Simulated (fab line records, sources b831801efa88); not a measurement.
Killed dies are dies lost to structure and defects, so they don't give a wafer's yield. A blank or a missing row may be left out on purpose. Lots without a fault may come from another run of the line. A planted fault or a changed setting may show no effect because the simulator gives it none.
Which tool did it? | flow gf180mcu | 15 lots, 45 wafers sampled, at 4 steps of a route of 602

WHAT THE GAUGES READ, wafer by wafer
GF_V5_THK_MEAS_01.
lot  | measured     | on            | V5_CVD_00_THK (nm)
L868 | day 26 19:07 | film_metro-02 | 303.7 298.7 305.0
L869 | day 27 05:53 | film_metro-04 | 304.5 301.1 298.8
L870 | day 27 12:16 | film_metro-03 | 298.3 300.3 299.0
L872 | day 28 05:08 | film_metro-04 | 299.7 300.5 306.2
L873 | day 28 11:20 | film_metro-04 | 304.1 304.0 303.0
L878 | day 30 04:49 | film_metro-04 | 299.9 305.3 298.6
L879 | day 30 06:42 | film_metro-02 | 297.5 298.3 298.9
L880 | day 30 14:35 | film_metro-02 | 299.2 295.4 302.6
L881 | day 30 18:38 | film_metro-04 | 297.2 301.8 300.1
L882 | day 31 05:34 | film_metro-02 | 301.4 305.3 304.2
L883 | day 31 12:28 | film_metro-04 | 300.7 299.7 302.5
L886 | day 32 05:25 | film_metro-04 | 296.1 298.8 295.9
L887 | day 32 08:46 | film_metro-02 | 300.9 299.3 300.8
L889 | day 32 22:14 | film_metro-03 | 298.5 295.8 300.8
L890 | day 33 03:47 | film_metro-02 | 297.9 296.2 298.7

GF_V5_CD_MEAS_14: target cd 260 nm.
lot  | measured     | on        | cd_nm (nm)
L868 | day 27 15:37 | cd_sem-02 | 259.2 258.9 258.1
L869 | day 28 02:33 | cd_sem-02 | 260.5 258.8 258.8
L870 | day 28 08:21 | cd_sem-01 | 259.5 259.8 258.2
L872 | day 29 01:06 | cd_sem-01 | 259.8 260.8 260.1
L873 | day 29 07:32 | cd_sem-01 | 260.5 260.6 259.5
L878 | day 30 23:22 | cd_sem-01 | 259.5 258.2 257.0
L879 | day 31 01:19 | cd_sem-02 | 262.1 260.8 261.0
L880 | day 31 09:46 | cd_sem-02 | 260.2 260.9 261.1
L881 | day 31 13:17 | cd_sem-01 | - - -
L882 | day 32 00:01 | cd_sem-01 | - - -
L883 | day 32 06:34 | cd_sem-01 | - - -
L886 | day 32 22:52 | cd_sem-01 | 260.7 261.2 260.5
L887 | day 33 02:13 | cd_sem-01 | 259.5 259.1 259.3
L889 | day 33 14:32 | cd_sem-01 | 258.9 260.1 260.0
L890 | day 33 20:17 | cd_sem-01 | 258.6 259.1 259.1

WHICH TOOL RAN EACH LOT (tool, then ch and the chambers of the sampled wafers, then the start)
lot  | GF_V5_CVD_02                    | GF_V5_DEVELOP_13
L868 | pecvd-02 ch 0,1,2, day 26 19:11 | litho_track-02 ch 0, day 27 15:28
L869 | pecvd-04 ch 0,1, day 27 05:56   | litho_track-03 ch 0, day 28 02:25
L870 | pecvd-01 ch 1,2, day 27 12:19   | litho_track-01 ch 0, day 28 08:12
L872 | pecvd-01 ch 0,1,2, day 28 05:11 | litho_track-01 ch 0, day 29 00:57
L873 | pecvd-02 ch 0,2, day 28 11:23   | litho_track-03 ch 0, day 29 07:23
L878 | pecvd-02 ch 0,1,2, day 30 04:52 | litho_track-01 ch 0, day 30 23:13
L879 | pecvd-04 ch 0,1,2, day 30 06:44 | litho_track-02 ch 0, day 31 01:10
L880 | pecvd-02 ch 0,1, day 30 14:38   | litho_track-02 ch 0, day 31 09:37
L881 | pecvd-01 ch 0,1,2, day 30 18:43 | litho_track-03, day 31 13:10
L882 | pecvd-02 ch 0,1,2, day 31 05:37 | litho_track-01, day 31 23:52
L883 | pecvd-01 ch 0,1,2, day 31 12:32 | litho_track-02, day 32 06:25
L886 | pecvd-04 ch 0,2, day 32 05:29   | litho_track-02 ch 0, day 32 22:43
L887 | pecvd-02 ch 0,2, day 32 08:48   | litho_track-02 ch 0, day 33 02:04
L889 | pecvd-01 ch 0,1,2, day 32 22:17 | litho_track-01 ch 0, day 33 14:24
L890 | pecvd-01 ch 1,2, day 33 03:50   | litho_track-01 ch 0, day 33 20:07
- GF_V5_CVD_02: deposits SiO2 from TEOS, target thk 1450 nm, time 163.28 s.
- GF_V5_DEVELOP_13: develop time 60 s.

WHAT THE TOOLS THEMSELVES READ (means of the sampled wafers that have a number; where no wafer has one, the mark that the record gives instead)
GF_V5_CVD_02.
lot  | tool     | heater_power_w (W) | susceptor_temp_C (C)
L868 | pecvd-02 | 696                | 400.10
L869 | pecvd-04 | 565                | 399.86
L870 | pecvd-01 | 599                | 400.20
L872 | pecvd-01 | 593                | 400.26
L873 | pecvd-02 | 755                | 399.91
L878 | pecvd-02 | 673                | 400.12
L879 | pecvd-04 | 596                | 400.31
L880 | pecvd-02 | 653                | 399.93
L881 | pecvd-01 | 588                | 399.91
L882 | pecvd-02 | 653                | 399.92
L883 | pecvd-01 | 575                | 400.24
L886 | pecvd-04 | 688                | 400.00
L887 | pecvd-02 | 721                | 400.04
L889 | pecvd-01 | 655                | 399.81
L890 | pecvd-01 | 607                | 399.79

GF_V5_DEVELOP_13.
lot  | tool           | chill_plate_temp_C (C)
L868 | litho_track-02 | 23.11
L869 | litho_track-03 | 23.10
L870 | litho_track-01 | 22.89
L872 | litho_track-01 | 22.89
L873 | litho_track-03 | 22.93
L878 | litho_track-01 | 23.02
L879 | litho_track-02 | 22.99
L880 | litho_track-02 | 22.83
L881 | litho_track-03 | -
L882 | litho_track-01 | -
L883 | litho_track-02 | -
L886 | litho_track-02 | 22.92
L887 | litho_track-02 | 23.09
L889 | litho_track-01 | 23.12
L890 | litho_track-01 | 23.02

THE ANSWER, worked out from the rows above alone
Rule: what is usual is taken from the lots themselves. Put in order of their means at a reading, lots are off if they are a third of the lots or fewer, leave a main group of 4 or more, and stand apart from it by a gap of 3 or more times the standard deviation of the main group's means; of several such gaps the widest counts. A main group whose means are all the same, to the digits that the tables above print for the reading, isn't used. A lot without any number at a reading at which 4 lots or more have one is off too. The other lots that the step has rows for count as sound. The gauges are gone through in route order, then the tools' own readings, and for those a lot's mean is taken as printed above. The first step at which some lot is off is used, and at that step the reading that is off furthest; a lot without a number counts as furthest.
Off: L881, L882, L883, at GF_V5_CD_MEAS_14 (cd_nm). Without a number there: L881, L882, L883. The main group: mean 259.7 nm, standard deviation 0.89.
A tool fits if, at a process step before that reading, it ran every lot that is off, and no sound lot after the first of them. The gauges at GF_V5_CD_MEAS_14 aren't tried: what is off there is off at GF_V5_DEVELOP_13 too, on other tools, and a gauge's error can't cause that. None of those tried fits.

WHAT THE SIMULATOR HAD PUT IN
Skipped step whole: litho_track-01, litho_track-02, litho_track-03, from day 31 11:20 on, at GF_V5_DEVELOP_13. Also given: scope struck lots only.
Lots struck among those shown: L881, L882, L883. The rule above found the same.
